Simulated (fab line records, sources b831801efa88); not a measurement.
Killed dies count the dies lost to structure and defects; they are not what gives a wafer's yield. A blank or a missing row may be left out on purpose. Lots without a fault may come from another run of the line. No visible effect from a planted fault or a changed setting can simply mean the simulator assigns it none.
Struck lot and sound lot, side by side	flow gf180mcu	15 steps out of a route of 602
Sound: these wafers, L957.1, L957.2, L957.3. Struck: wafer L966.3. (L966.2, L966.6 of the same lot were not struck and are left out.) The cause comes at the end.
For every step that has rows: the tool of each side, followed by ch and its chambers, followed by its first start. Under that, the readings that differ: sound wafers	struck wafers	difference of the means	sigmas: that difference in standard deviations of wafers without a fault.
alike: a reading whose means differ by less than 2 such deviations, as well as words and numbers matching on both sides. not compared: withheld readings; readings where some wafer has no value; bounds like >300 that might hide an equal value; numbers whose values overlap and for which the record gives no deviation.
Wherever a step has rows on one side only, a row that says differs or no value, or a row with sigmas, the two part there. Numbers that have no deviation but don't overlap get no sigmas and don't part them. A reading that every wafer of one side lacks parts them only if that side has two wafers or more.

first, 4 steps without rows for these wafers: GF_TOP_METAL_SOFTBAKE_10 (time 60 s); GF_TOP_METAL_EXPOSE_11 (exposes mask MetalTop, target cd 440 nm); GF_TOP_METAL_PEB_12; GF_TOP_METAL_DEVELOP_13 (develop time 60 s).
GF_TOP_METAL_CD_MEAS_14: the cd target is 440 nm.
  sound on cdSem-01 at day 28 21:04; struck on cdSem-02 at day 31 11:37
  alike: cdNm
GF_TOP_METAL_OVL_MEAS_15:
  sound on overlay-02 at day 28 21:11; struck on overlay-02 at day 31 11:44
  alike: TOP_METAL_OVL
GF_TOP_METAL_METAL_ETCH_16: etches the open film in Cl2/BCl3, stops on SiO2, target depth 1197 nm, time 199.5 s.
  sound on rieMetal-02 ch 0,1, day 28 21:14; struck on rieMetal-01 ch 0, day 31 11:46
reading	sound	struck	difference	sigmas
drypumpMotorCurrentA (A)	5.93 6.08 5.97	5.28	-0.71	-3
  alike: bcl3FlowSccm, oesProductAu, rfFwdPowerW, throttleValvePct
  not compared: rfHoursCounterH
GF_TOP_METAL_STRIP_17: strips in O2/N2.
  sound on plasmaAsher-02 ch 0,1, day 28 21:25; struck on plasmaAsher-02 ch 1, day 31 11:57
reading	sound	struck	difference	sigmas
stripTimeToEndpointS (s)	12.78 12.83 12.77	13.03	+0.24	+2
  alike: drypumpMotorCurrentA, heaterPowerW, oesProductAu
  not compared: rfHoursCounterH
then, 2 steps without rows for these wafers: GF_TOP_METAL_STRIP_18 (strips in post etch residue remover, time 1200 s); GF_TOP_METAL_CLEAN_19 (cleans in DIW).
GF_PASSIVATION_CVD_00: deposits SiO2 from TEOS, target thk 1000 nm, time 111.95 s.
  sound on pecvd-04 ch 0,1,2, day 28 21:58; struck on pecvd-02 ch 2, day 31 12:31
  alike: heaterPowerW, rfFwdPowerW, susceptorTempC
GF_PASSIVATION_THK_MEAS_01:
  sound on filmMetro-03 at day 28 22:02; struck on filmMetro-02 at day 31 12:36
reading	sound	struck	difference	sigmas
PASSIVATION_CVD_00_THK (nm)	1014 978 1019	964	-40	-2
GF_PASSIVATION_CVD_02: deposits Si3N4, target thk 700 nm, time 486.18 s.
  sound on pecvd-03 ch 0,1,2, day 28 22:06; struck on pecvd-03 ch 2, day 31 12:39
reading	sound	struck	difference	sigmas
model.Si3N4_of_PASSIVATION_CVD_02.thkNm (nm)	687.1 697.2 689.4	767.1	+75.9	
  alike: heaterPowerW, rfFwdPowerW, susceptorTempC
GF_PASSIVATION_THK_MEAS_03:
  sound on filmMetro-02 at day 28 22:23; struck on filmMetro-04 at day 31 13:05
reading	sound	struck	difference	sigmas
PASSIVATION_CVD_02_THK (nm)	687 697 689	767	+76	+8
then, 1 step without rows for these wafers: GF_PASSIVATION_DEHYDRATE_04 (time 60 s).

WHERE THEY PART
First at GF_TOP_METAL_METAL_ETCH_16; last, within this record, at GF_PASSIVATION_THK_MEAS_03.

WHY: what the simulator had put in
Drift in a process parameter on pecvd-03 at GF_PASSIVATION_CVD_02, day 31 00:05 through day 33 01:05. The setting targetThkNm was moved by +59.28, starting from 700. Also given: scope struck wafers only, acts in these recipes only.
